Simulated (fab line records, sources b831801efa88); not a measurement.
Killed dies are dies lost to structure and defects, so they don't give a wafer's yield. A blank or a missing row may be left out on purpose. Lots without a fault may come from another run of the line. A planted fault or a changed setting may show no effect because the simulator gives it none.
A struck lot beside a sound one | flow gf180mcu | 30 steps out of a route of 602
Sound: wafers L540.2, L540.3, L540.5. Struck: wafer L547.5. (L547.1 of the same lot was not struck and is left out.) The cause comes at the end.
At each step with rows: each side's tool, then ch and its chambers, then its first start. Under that, the readings that differ: sound wafers | struck wafers | difference of the means | sigmas: that difference in standard deviations of wafers without a fault.
alike: readings whose means differ by less than 2 such deviations, and words and numbers that are the same on both sides. not compared: withheld readings, readings that some wafer has no value for, bounds like >300 that may hide the same value, and numbers for which the record gives no deviation and whose values overlap.
The two part at a step that has a row with sigmas, a row that says differs or no value, or rows on one side only. Numbers that don't overlap but have no deviation are shown without sigmas and don't part them. A reading that every wafer of one side lacks parts them only if that side has two wafers or more.

first, 3 steps without rows for these wafers: GF_PSD_EXPOSE_04 (exposes mask Pplus, target cd 400 nm); GF_PSD_PEB_05; GF_PSD_DEVELOP_06 (develop time 60 s).
GF_PSD_CD_MEAS_07: target cd 400 nm.
  sound on cd_sem-01, day 16 18:20; struck on cd_sem-01, day 19 04:25
  alike: cd_nm
GF_PSD_OVL_MEAS_08:
  sound on overlay-02, day 16 18:26; struck on overlay-01, day 19 04:32
  alike: PSD_OVL
then, 1 step without rows for these wafers: GF_PSD_IMPLANT_09.
GF_PSD_STRIP_10: strips in O2/N2.
  sound on plasma_asher-03 ch 1, day 16 18:37; struck on plasma_asher-01 ch 0, day 19 04:43
  alike: drypump_motor_current_A, heater_power_w, oes_product_au, strip_time_to_endpoint_s
  not compared: rf_hours_counter_h
GF_PSD_TW_MEAS_11:
  sound on film_metro-03, day 16 18:44; struck on film_metro-01, day 19 04:49
  reading | sound          | struck | difference | sigmas
  PSD_TW  | 3136 3137 3132 | 3208   | +73        | +3
then, 1 step without rows for these wafers: GF_PSD_CLEAN_12 (cleans in SC1/SC2, time 150 s).
GF_PSD_RTA_13: time 20 s.
  sound on rtp_anneal-02 ch 0, day 16 18:50; struck on rtp_anneal-02 ch 0, day 19 04:56
  alike: lamp_power_pct, wafer_temp_C_max
GF_PSD_RS_MEAS_14: measures by four-point-probe.
  sound on film_metro-01, day 16 18:56; struck on film_metro-03, day 19 05:01
  reading         | sound             | struck | difference | sigmas
  NSD_RS (ohm/sq) | 46.28 46.40 46.26 | 46.09  | -0.22      | -3
GF_PSD_RS_MEAS_15: measures by four-point-probe.
  sound on film_metro-01, day 16 19:03; struck on film_metro-03, day 19 05:08
  reading         | sound                | struck | difference | sigmas
  PSD_RS (ohm/sq) | 108.97 109.19 109.18 | 108.27 | -0.84      | -3
GF_SAB_CVD_00: deposits SiO2 from TEOS, target thk 50 nm, time 4.9302 s.
  sound on pecvd-01 ch 0,1,2, day 16 19:09; struck on pecvd-01 ch 2, day 19 05:15
  reading                              | sound             | struck | difference | sigmas
  model.SiO2_of_SAB_CVD_00.thk_nm (nm) | 48.96 48.97 49.41 | 56.25  | +7.14      |
  alike: heater_power_w
GF_SAB_THK_MEAS_01:
  sound on film_metro-04, day 16 19:11; struck on film_metro-02, day 19 05:16
  reading             | sound          | struck | difference | sigmas
  SAB_CVD_00_THK (nm) | 48.9 49.0 49.4 | 56.2   | +7.1       | +11
then, 7 steps without rows for these wafers: GF_SAB_DEHYDRATE_02 (time 60 s); GF_SAB_HMDS_03 (prime time 60 s); GF_SAB_COAT_04 (resist thk 1000 nm); GF_SAB_SOFTBAKE_05 (time 60 s); GF_SAB_EXPOSE_06 (exposes mask SAB, target cd 420 nm); GF_SAB_PEB_07; GF_SAB_DEVELOP_08 (develop time 60 s).
GF_SAB_CD_MEAS_09: target cd 420 nm.
  sound on cd_sem-01, day 17 18:19; struck on cd_sem-02, day 20 04:36
  alike: cd_nm
GF_SAB_OVL_MEAS_10:
  sound on overlay-02, day 17 18:26; struck on overlay-02, day 20 04:43
  alike: SAB_OVL
GF_SAB_ETCH_11: etches SiO2 in C4F8/O2/Ar, target depth 55 nm, time 8.5 s.
  sound on rie_diel-03 ch 0,1,2, day 17 18:28; struck on rie_diel-03 ch 2, day 20 04:46
  alike: oes_product_au
then, 1 step without rows for these wafers: GF_SAB_WET_ETCH_12 (etches SiO2 in dHF, target depth 22 nm, time 440 s).
GF_SAB_STRIP_13: strips in O2/N2.
  sound on plasma_asher-04 ch 0,1, day 17 18:37; struck on plasma_asher-01 ch 1, day 20 04:55
  alike: drypump_motor_current_A, heater_power_w, oes_product_au, strip_time_to_endpoint_s
  not compared: rf_hours_counter_h
then, 1 step without rows for these wafers: GF_SALICIDE_CLEAN_00 (cleans in SC1/SC2, time 150 s).
GF_SALICIDE_WET_ETCH_01: etches SiO2 in dHF, target depth 5 nm, time 100 s.
  sound on wet_bench-03 ch 1, day 17 18:49; struck on wet_bench-02 ch 3, day 20 05:04
  reading                              | sound             | struck | difference | sigmas
  model.SiO2_of_SAB_CVD_00.thk_nm (nm) | 38.24 38.23 38.65 | 45.64  | +7.27      |
GF_SALICIDE_SPUTTER_02: material Co, target thk 10 nm, time 20 s.
  sound on pvd_sputter-03, day 17 18:52; struck on pvd_sputter-02, day 20 05:06
  alike: throttle_valve_pct
-- the record jumps here: 13 days lie between the struck wafers' starts before and after (it left off in module SALICIDE and takes up again in module PASSIVATION, whose first step shown is number 602 of the route) --
GF_PASSIVATION_PROBE_99:
  the record has rows for the struck wafers here (prober-02, day 32 23:06) and none for the sound ones

WHERE THEY PART
First at GF_PSD_TW_MEAS_11; last, within this record, at GF_PASSIVATION_PROBE_99.

WHY: what the simulator had put in
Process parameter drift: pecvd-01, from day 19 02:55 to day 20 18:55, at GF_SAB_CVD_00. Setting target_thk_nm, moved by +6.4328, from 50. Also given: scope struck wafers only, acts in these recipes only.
